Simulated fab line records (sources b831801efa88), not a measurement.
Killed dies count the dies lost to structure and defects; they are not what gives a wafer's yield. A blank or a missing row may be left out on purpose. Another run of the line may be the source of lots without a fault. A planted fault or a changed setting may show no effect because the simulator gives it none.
fab line records -- flow sky130
[record] lots = 6, wafers = 18, last-day = 49
route steps=708 shown VIA2@510 PAD_OPEN@708
lots that met no fault: from a run of the same line without faults
start-h: start of the lot's first displayed wafer, in hours after the record's first day -- wait-h: hours elapsed since this lot's preceding step -- " same as the row above -- L1.1+2: one row covering several wafers at once -- - no value, or no start given -- * or withheld: withheld -- < > ~ a bound
route shown NAME@n: NAME is a module with steps in the file, n the number in the route of the first one -- usual: mean and standard deviation over wafers with no fault -- same: alike in all rows -- chamber/n: place in a boat -- sites: the reading at each site -- _std_site: standard deviation across them -- _edge_site: outer sites' mean less inner sites' -- radius-mm: for every site, how far away it sits from the centre of the wafer -- mask NAME#n: copy n -- behind: the last tool/chamber to shape the wafer -- hold: cause of the lot's hold/its duration in hours/its outcome -- device: which transistor (n, p or np) failed to switch -- end of line: at the end of the route, the tests of the same wafers -- a step without rows: its recipe alone -- killed: dies lost to structure and defects at the first sort, not the wafer's yield -- map: the dies of a wafer, with x for killed, . for not killed, _ for no die there
set.NAME: the setting the step ran with; set.NAME@STEP: the setting that earlier step ran with -- model.NAME: the simulator's own value behind a step, which no gauge read
certain route steps with their lots: each step a table, each wafer a row
services: a tool's chamber out of use, with start hour (start-h, from the record's first day; less than 0 if before it), hours out, and reason
[[steps]]
[step SKY_VIA2_BOW_MEAS_03]
[recipe] mode = bow
[usual] VIA2_BOW = 87/7.4
lot.wafer,tool,chamber,start-h,wait-h,VIA2_BOW[um]
L755.1,film-metro-03,-,825.33,0.2,85
L755.2,film-metro-03,-,825.33,0.2,96
L755.4,film-metro-03,-,825.33,0.2,92
L762.2,film-metro-02,-,887.27,0.1,94
L762.3,film-metro-02,-,887.27,0.1,88
L762.6,film-metro-02,-,887.27,0.1,82
L764.1,film-metro-04,-,902.94,0.2,84
L764.3,film-metro-04,-,902.94,0.2,86
L764.6,film-metro-04,-,902.94,0.2,69
L770.1,film-metro-03,-,939.97,0.1,87
L770.2,film-metro-03,-,939.97,0.1,91
L770.4,film-metro-03,-,939.97,0.1,98
L772.3,film-metro-04,-,953.04,0.1,81
L772.5,film-metro-04,-,953.04,0.1,79
L772.6,film-metro-04,-,953.04,0.1,100
L775.1,film-metro-02,-,972.48,0.2,93
L775.2,film-metro-02,-,972.48,0.2,80
L775.4,film-metro-02,-,972.48,0.2,91
[step SKY_VIA2_DEHYDRATE_04]
[recipe] temp-c = 200, time-s = 60
[step SKY_VIA2_HMDS_05]
[recipe] prime-time-s = 60, prime-temp-c = 120
[step SKY_VIA2_COAT_06]
[recipe] resist = BARC, temp-c = withheld, time-s = withheld, spin-rpm = 3000, resist-thk-nm = 60
[step SKY_VIA2_COAT_07]
[recipe] resist = KrF-thick, spin-rpm = 3000, resist-thk-nm = 450
[step SKY_VIA2_SOFTBAKE_08]
[recipe] temp-c = 100, time-s = 90, resist = KrF-thick
[step SKY_VIA2_EXPOSE_09]
[recipe] mask-id = VIM2, na = 0.8, source-shape = annular, sigma-inner = 0.55, sigma-outer = 0.85, target-cd-nm = 200, dose-mj = 38
[step SKY_VIA2_PEB_10]
[recipe] peb-temp-c = withheld, peb-time-s = withheld, resist = KrF-thick
[step SKY_VIA2_DEVELOP_11]
[recipe] develop-time-s = 60, resist = KrF-thick, dev-temp-c = 21
[step SKY_VIA2_CD_MEAS_12]
[recipe] target-cd-nm = 200
[usual] cd-nm = 200.1/1.4
lot.wafer,tool,chamber,start-h,wait-h,cd-nm
L755.1,cd-sem-01,-,851.25,-,199.6
L755.2,cd-sem-01,-,851.25,-,200.4
L755.4,cd-sem-01,-,851.25,-,200.2
L762.2,cd-sem-01,-,913.25,-,200.3
L762.3,cd-sem-01,-,913.25,-,199.8
L762.6,cd-sem-01,-,913.25,-,199.5
L764.1,cd-sem-02,-,928.20,-,199.4
L764.3,cd-sem-02,-,928.20,-,199.1
L764.6,cd-sem-02,-,928.20,-,200.1
L770.1,cd-sem-02,-,963.91,-,198.2
L770.2,cd-sem-02,-,963.91,-,200.1
L770.4,cd-sem-02,-,963.91,-,197.5
L772.3,cd-sem-01,-,976.89,-,197.7
L772.5,cd-sem-01,-,976.89,-,198.5
L772.6,cd-sem-01,-,976.89,-,198.4
L775.1,cd-sem-01,-,995.81,-,200.5
L775.2,cd-sem-01,-,995.81,-,200.3
L775.4,cd-sem-01,-,995.81,-,199.7
[step SKY_VIA2_OVL_MEAS_13]
[usual] VIA2_OVL = 2/6.1
lot.wafer,tool,chamber,start-h,wait-h,VIA2_OVL[nm]
L755.1,overlay-02,-,851.37,0.1,3
L755.2,overlay-02,-,851.37,0.1,1
L755.4,overlay-02,-,851.37,0.1,10
L762.2,overlay-02,-,913.35,0.1,-5
L762.3,overlay-02,-,913.35,0.1,-4
L762.6,overlay-02,-,913.35,0.1,-8
L764.1,overlay-02,-,928.32,0.1,-1
L764.3,overlay-02,-,928.32,0.1,-2
L764.6,overlay-02,-,928.32,0.1,6
L770.1,overlay-01,-,964.03,0.1,6
L770.2,overlay-01,-,964.03,0.1,3
L770.4,overlay-01,-,964.03,0.1,8
L772.3,overlay-02,-,976.99,0.1,4
L772.5,overlay-02,-,976.99,0.1,5
L772.6,overlay-02,-,976.99,0.1,-5
L775.1,overlay-02,-,995.93,0.1,-3
L775.2,overlay-02,-,995.93,0.1,-8
L775.4,overlay-02,-,995.93,0.1,-9
[step SKY_VIA2_ETCH_14]
[recipe] chemistry = N2/H2, target = BARC, ion-energy-ev = 200, source-w = 500, bias-w = 100, pressure-mtorr = 30, n2-flow-sccm = 100, h2-flow-sccm = 200, stop-on = SiO2, time-s = 45.9, target-depth-a = 600
[usual] bias-w = 99.9/0.31, drypump-motor-current-A = 5.7/0.42, oes-product-au = 0.855/0.0056, throttle-valve-pct = 13.224/0.0086
lot.wafer,tool,chamber,start-h,wait-h,bias-w,drypump-motor-current-A,oes-product-au,rf-hours-counter-h,throttle-valve-pct
L755.1,rie-diel-01,0,851.41,0.0,100.1,5.3,0.858,9,13.225
L755.2,rie-diel-01,2,851.41,0.0,99.7,5.9,0.848,24,13.234
L755.4,rie-diel-01,3,851.41,0.0,100.2,4.9,0.855,10,13.232
L762.2,rie-diel-04,0,913.38,0.0,99.9,6.0,0.853,19,13.234
L762.3,rie-diel-04,3,913.38,0.0,100.3,5.9,0.850,8,13.213
L762.6,rie-diel-04,0,913.38,0.0,99.5,6.0,0.848,-,13.227
L764.1,rie-diel-04,3,928.36,0.0,100.0,5.9,0.854,8,13.230
L764.3,rie-diel-04,2,928.36,0.0,99.8,5.5,0.855,10,13.224
L764.6,rie-diel-04,2,928.36,0.0,99.9,5.6,0.850,-,13.216
L770.1,rie-diel-01,3,964.07,0.0,99.8,5.0,0.846,14,13.215
L770.2,rie-diel-01,1,964.07,0.0,100.0,6.2,0.856,11,13.236
L770.4,rie-diel-01,2,964.07,0.0,100.3,5.9,0.853,3,13.230
L772.3,rie-diel-01,3,977.01,0.0,100.0,5.0,0.858,15,13.219
L772.5,rie-diel-01,2,977.01,0.0,99.4,5.8,0.861,-,13.225
L772.6,rie-diel-01,3,977.01,0.0,100.2,5.0,0.864,-,13.218
L775.1,rie-diel-04,0,995.97,0.0,100.0,6.0,0.861,21,13.221
L775.2,rie-diel-04,2,995.97,0.0,99.7,5.6,0.849,12,13.217
L775.4,rie-diel-04,1,995.97,0.0,99.9,6.3,0.852,9,13.235
[step SKY_VIA2_ETCH_15]
[recipe] target = SiO2, chemistry = C4F8/O2/Ar, target-depth-nm = 546, stop-on = TiN, mask-material = KrF-thick, source-w = 1500, bias-w = 1200, pressure-mtorr = 40, c4f8-flow-sccm = withheld, O2_flow_sccm = 6, Ar_flow_sccm = 300, time-s = 84
[usual] bias-w = 1200/3.6, oes-product-au = 0.940/0.0048
lot.wafer,tool,chamber,start-h,wait-h,bias-w,oes-product-au,rf-hours-counter-h,model.KrF-thick_of_VIA2_COAT_07.thk-nm,model.VIA2.feature-depth-nm,model.TiN_of_METAL2_SPUTTER_04.thk-nm
L755.1,rie-diel-01,0,851.45,0.0,1203,0.939,9,284.5,496.6,70.1
L755.2,rie-diel-01,2,851.45,0.0,1203,0.943,24,282,496.3,70.79
L755.4,rie-diel-01,3,851.45,0.0,1199,0.940,10,282.8,495.6,70.32
L762.2,rie-diel-04,0,913.43,0.0,1795,0.947,19,265.2,498.1,67.46
L762.3,rie-diel-04,3,913.43,0.0,1790,0.934,8,264.2,497.7,67.39
L762.6,rie-diel-04,0,913.43,0.0,1793,0.932,-,264.4,497.8,66.76
L764.1,rie-diel-04,3,928.40,0.0,1793,0.932,8,267.8,498.1,66.15
L764.3,rie-diel-04,2,928.40,0.0,1791,0.940,10,267.6,498.4,67
L764.6,rie-diel-04,2,928.40,0.0,1793,0.941,-,268.2,497.2,66.43
L770.1,rie-diel-01,3,964.11,0.0,1196,0.946,14,280,495.2,69.01
L770.2,rie-diel-01,1,964.11,0.0,1188,0.931,11,283.7,495.3,68.67
L770.4,rie-diel-01,2,964.11,0.0,1202,0.942,3,281.5,495.5,69.19
L772.3,rie-diel-01,3,977.05,0.0,1197,0.941,15,282.3,495,68.71
L772.5,rie-diel-01,2,977.05,0.0,1200,0.941,-,282,494.2,68.65
L772.6,rie-diel-01,3,977.05,0.0,1195,0.927,-,281.3,494.7,68.66
L775.1,rie-diel-04,0,996.01,0.0,1195,0.946,21,281.7,495.8,69.48
L775.2,rie-diel-04,2,996.01,0.0,1203,0.939,12,283.7,494.2,69.85
L775.4,rie-diel-04,1,996.01,0.0,1202,0.946,9,286.5,495,69.19
[step SKY_VIA2_STRIP_16]
[recipe] chemistry = O2/N2, power-w = 1400, pressure-mtorr = 1500, platen-temp-c = withheld, o2-flow-sccm = 3000, n2-flow-sccm = 300, overash-fraction = 0.5
[usual] drypump-motor-current-A = 5.6/0.54, oes-product-au = 0.398/0.004, strip-time-to-endpoint-s = 4.050/0.021
lot.wafer,tool,chamber,start-h,wait-h,drypump-motor-current-A,oes-product-au,rf-hours-counter-h,strip-time-to-endpoint-s
L755.1,plasma-asher-02,0,851.51,0.0,6.4,0.398,11,4.060
L755.2,plasma-asher-02,1,851.51,0.0,4.9,0.395,11,4.045
L755.4,plasma-asher-02,0,851.51,0.0,6.4,0.399,-,4.034
L762.2,plasma-asher-02,0,913.49,0.0,6.4,0.387,17,3.850
L762.3,plasma-asher-02,1,913.49,0.0,4.8,0.393,-,3.847
L762.6,plasma-asher-02,1,913.49,0.0,4.8,0.393,-,3.856
L764.1,plasma-asher-02,0,928.46,0.0,6.4,0.390,19,3.877
L764.3,plasma-asher-02,1,928.46,0.0,4.9,0.389,-,3.877
L764.6,plasma-asher-02,1,928.46,0.0,4.9,0.390,-,3.875
L770.1,plasma-asher-01,0,964.18,0.0,5.2,0.390,112,4.021
L770.2,plasma-asher-01,1,964.18,0.0,5.8,0.400,112,4.039
L770.4,plasma-asher-01,1,964.18,0.0,5.8,0.392,-,4.045
L772.3,plasma-asher-04,1,977.15,0.1,5.8,0.394,-,4.038
L772.5,plasma-asher-04,1,977.15,0.1,5.8,0.403,-,4.031
L772.6,plasma-asher-04,0,977.15,0.1,5.6,0.398,-,4.040
L775.1,plasma-asher-04,1,996.07,0.0,5.8,0.393,84,4.040
L775.2,plasma-asher-04,0,996.07,0.0,5.6,0.389,84,4.047
L775.4,plasma-asher-04,1,996.07,0.0,5.8,0.398,-,4.077
[step SKY_VIA2_STRIP_17]
[recipe] chemistry = post-etch-residue-remover, time-s = 1200, temp-c = 72.5
[step SKY_PAD_OPEN_PROBE_99]
[usual] defect-limited-yield = 82.7/1.8, killed_at_M0_to_M3 = 43/6.8, killed_at_M4_up = 3.2/1.8, killed-at-contacts = 24/5.2, killed-at-front-end = 15/4.2, killed-at-other = 0.4/0.62, killed-dies = 85/8.7, killed-open = 46/6.7, killed-short = 39/5.9, sort_bin_3_pad_short = 0.9/0.41, sort_bin_5_function = 10.2/1.5, sort_bin_6_memory = 6.3/1.1, sort-n-pass = 407/8.7, sort-yield-pct = 82.7/1.8
[same] gross-dies = 492, killed-at-back-side = 0, sort_bin_4_leakage[%] = 0, sort_bin_8_speed[%] = 0
lot.wafer,tool,chamber,start-h,wait-h,defect-limited-yield[%],killed_at_M0_to_M3,killed_at_M4_up,killed-at-contacts,killed-at-front-end,killed-at-other,killed-dies,killed-open,killed-short,sort_bin_3_pad_short[%],sort_bin_5_function[%],sort_bin_6_memory[%],sort-n-pass,sort-yield-pct[%]
L755.1,prober-02,-,1078.96,0.1,81.9,58,4,20,7,0,89,52,37,0.6,10.0,7.5,403,81.9
L755.2,prober-02,-,1079.01,0.1,83.7,38,0,30,12,0,80,37,43,1.2,9.1,5.9,412,83.7
L755.4,prober-02,-,1079.11,0.2,85.2,30,1,25,17,0,73,38,35,0.6,8.5,5.7,419,85.2
L762.2,prober-02,-,1125.40,0.1,81.7,55,2,27,6,0,90,50,40,0.8,10.2,7.3,402,81.7
L762.3,prober-02,-,1125.45,0.2,83.7,38,5,29,7,1,80,38,42,1.2,9.1,5.9,412,83.7
L762.6,prober-02,-,1125.60,0.2,85.4,38,4,15,15,0,72,41,31,1.0,8.3,5.3,420,85.4
L764.1,prober-02,-,1139.61,0.1,82.5,33,9,30,14,0,86,51,34,0.8,9.8,6.9,406,82.5
L764.3,prober-02,-,1139.71,0.2,81.3,39,5,29,18,1,92,53,37,1.0,11.6,6.1,400,81.3
L764.6,prober-02,-,1139.86,0.2,81.5,51,2,23,15,0,91,57,34,1.2,11.0,6.3,401,81.5
L770.1,prober-02,-,1163.92,0.1,82.9,41,1,20,22,0,84,46,38,1.2,8.7,7.1,408,82.9
L770.2,prober-02,-,1163.97,0.1,80.7,46,4,23,22,0,95,56,39,1.0,11.4,6.9,397,80.7
L770.4,prober-02,-,1164.07,0.2,80.9,45,3,26,20,0,94,47,47,0.8,12.4,5.9,398,80.9
L772.3,prober-02,-,1173.38,0.2,79.5,48,5,25,21,2,101,51,49,1.0,12.6,6.9,391,79.5
L772.5,prober-02,-,1173.48,0.2,81.7,46,4,23,15,2,90,46,42,1.2,7.7,9.3,402,81.7
L772.6,prober-02,-,1173.53,0.2,81.7,42,2,29,17,0,90,50,40,0.6,12.6,5.1,402,81.7
L775.1,prober-01,-,1187.36,0.1,84.6,35,3,21,17,0,76,44,32,1.0,10.4,4.1,416,84.6
L775.2,prober-01,-,1187.41,0.1,83.3,46,4,23,9,0,82,45,37,0.4,10.2,6.1,410,83.3
L775.4,prober-01,-,1187.51,0.2,80.5,56,3,23,14,0,96,46,49,0.4,12.4,6.7,396,80.5
// killed by level:class
L755.1 VIA1:geometric-particle:open=13 CONTACT:geometric-particle:open=8 METAL2:geometric-particle:short=8 VIA3:geometric-particle:open=8 VIA1:geometric-particle:short=7 VIA2:geometric-particle:open=6 VIA3:geometric-particle:short=5 LI_CONTACT:geometric-particle:open=4
L755.2 CONTACT:geometric-particle:open=10 CONTACT:geometric-particle:short=9 VIA1:geometric-particle:open=9 VIA1:geometric-particle:short=7 METAL2:geometric-particle:short=5 LOCAL_INTERCONNECT:geometric-particle:short=4 POLY_GATE:geometric-particle:open=4 VIA2:geometric-particle:short=4
L755.4 CONTACT:geometric-particle:open=11 VIA1:geometric-particle:open=7 FIELD_ISO:geometric-particle:open=6 LI_CONTACT:geometric-particle:open=6 VIA1:geometric-particle:short=5 METAL1:geometric-particle:short=4 VIA3:geometric-particle:open=4 FIELD_ISO:geometric-particle:short=3
L762.2 VIA1:geometric-particle:open=11 VIA2:geometric-particle:open=9 METAL1:geometric-particle:short=8 LOCAL_INTERCONNECT:geometric-particle:short=7 METAL2:geometric-particle:short=6 LI_CONTACT:geometric-particle:open=6 CONTACT:geometric-particle:open=6 VIA2:geometric-particle:short=5
L762.3 LI_CONTACT:geometric-particle:open=8 CONTACT:geometric-particle:open=8 CONTACT:geometric-particle:short=7 METAL1:geometric-particle:short=7 VIA1:geometric-particle:open=7 VIA3:geometric-particle:open=7 VIA1:geometric-particle:short=5 LOCAL_INTERCONNECT:geometric-particle:short=4
L762.6 VIA2:geometric-particle:open=12 VIA1:geometric-particle:open=7 FIELD_ISO:geometric-particle:short=5 CONTACT:geometric-particle:short=5 METAL1:geometric-particle:short=5 VIA3:geometric-particle:open=4 POLY_GATE:geometric-particle:open=4 CONTACT:geometric-particle:open=4
L764.1 CONTACT:geometric-particle:open=14 VIA1:geometric-particle:open=11 CONTACT:geometric-particle:short=6 VIA1:geometric-particle:short=5 METAL4:geometric-particle:short=5 FIELD_ISO:geometric-particle:open=4 POLY_GATE:geometric-particle:open=4 LI_CONTACT:geometric-particle:open=4
L764.3 CONTACT:geometric-particle:open=13 VIA1:geometric-particle:open=8 VIA2:geometric-particle:open=8 VIA3:geometric-particle:open=7 LOCAL_INTERCONNECT:geometric-particle:short=5 POLY_GATE:geometric-particle:open=4 POLY_GATE:geometric-particle:short=4 LI_CONTACT:geometric-particle:open=4
L764.6 VIA3:geometric-particle:open=10 CONTACT:geometric-particle:open=9 VIA1:geometric-particle:open=9 LI_CONTACT:geometric-particle:open=7 FIELD_ISO:geometric-particle:open=6 METAL1:geometric-particle:short=6 VIA1:geometric-particle:short=6 VIA2:geometric-particle:open=6
L770.1 VIA1:geometric-particle:open=12 CONTACT:geometric-particle:open=11 METAL2:geometric-particle:short=9 FIELD_ISO:geometric-particle:open=7 POLY_GATE:geometric-particle:short=6 FIELD_ISO:geometric-particle:short=5 CONTACT:geometric-particle:short=4 METAL1:geometric-particle:open=4
L770.2 VIA2:geometric-particle:open=10 VIA3:geometric-particle:open=10 VIA1:geometric-particle:open=10 CONTACT:geometric-particle:open=9 FIELD_ISO:geometric-particle:short=7 LI_CONTACT:geometric-particle:open=5 POLY_GATE:geometric-particle:short=5 FIELD_ISO:geometric-particle:open=4
L770.4 CONTACT:geometric-particle:open=9 LOCAL_INTERCONNECT:geometric-particle:short=8 VIA2:geometric-particle:open=8 FIELD_ISO:geometric-particle:short=7 METAL1:geometric-particle:short=7 VIA1:geometric-particle:open=7 FIELD_ISO:geometric-particle:open=5 METAL2:geometric-particle:open=5
L772.3 VIA1:geometric-particle:open=14 CONTACT:geometric-particle:open=9 VIA2:geometric-particle:open=8 METAL2:geometric-particle:short=6 FIELD_ISO:geometric-particle:open=5 CONTACT:geometric-particle:short=5 VIA1:geometric-particle:short=5 FIELD_ISO:geometric-particle:short=4
L772.5 CONTACT:geometric-particle:open=10 METAL2:geometric-particle:short=9 VIA1:geometric-particle:short=9 LI_CONTACT:geometric-particle:open=7 VIA1:geometric-particle:open=7 FIELD_ISO:geometric-particle:short=6 VIA2:geometric-particle:open=6 VIA3:geometric-particle:open=6
L772.6 CONTACT:geometric-particle:open=16 METAL2:geometric-particle:short=7 VIA1:geometric-particle:open=7 VIA2:geometric-particle:open=7 VIA1:geometric-particle:short=6 LI_CONTACT:geometric-particle:open=5 POLY_GATE:geometric-particle:open=4 LI_CONTACT:geometric-particle:short=4
L775.1 LI_CONTACT:geometric-particle:open=7 VIA1:geometric-particle:open=7 CONTACT:geometric-particle:open=6 FIELD_ISO:geometric-particle:short=5 POLY_GATE:geometric-particle:open=4 METAL1:geometric-particle:short=4 METAL2:geometric-particle:short=4 VIA2:geometric-particle:short=4
L775.2 VIA3:geometric-particle:open=12 VIA1:geometric-particle:open=10 METAL2:geometric-particle:short=7 LOCAL_INTERCONNECT:geometric-particle:short=6 FIELD_ISO:geometric-particle:short=5 LI_CONTACT:geometric-particle:open=5 CONTACT:geometric-particle:open=5 VIA1:geometric-particle:short=5
L775.4 VIA1:geometric-particle:open=11 VIA1:geometric-particle:short=8 LI_CONTACT:geometric-particle:open=7 VIA3:geometric-particle:short=7 CONTACT:geometric-particle:open=6 VIA2:geometric-particle:open=6 METAL2:geometric-particle:short=6 VIA3:geometric-particle:open=6
[[services]]
tool,chamber,start-h,hours,kind
rie-diel-04,3,840.41,8.5,repair
rie-diel-01,2,840.47,2.7,repair
rie-diel-01,2,868.69,-,clean
rie-diel-01,2,868.69,16.0,scheduled-down
rie-diel-01,2,868.69,16.0,vent-cycle
plasma-asher-01,-,913.59,1.3,repair
plasma-asher-01,-,993.20,0.3,repair
plasma-asher-02,-,994.14,4.0,repair
[[key]]
[first-sign] step = SKY_VIA2_ETCH_15, reading = bias-w, direction = up, sigmas = 99+, usual = 1200, struck = 1792
[effect] step = SKY_VIA2_STRIP_16, reading = strip-time-to-endpoint-s, direction = down, sigmas = 8.8, usual = *, struck = *
[model-effect] step = SKY_VIA2_ETCH_15, value = KrF-thick_of_VIA2_COAT_07.thk-nm, without = 281.7, struck = 266.2
met-at SKY_VIA2_ETCH_15
struck-wafers L762.2,L762.3,L762.6,L764.1,L764.3,L764.6
[fault] kind = process-parameter-drift, tool = rie-diel-04, chamber = -, onset-h = 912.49, steps = SKY_VIA2_ETCH_15, channel = bias-w, offset = 593.75, shape = step, end-h = 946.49, acts-in = these-recipes-only, stated = 1200
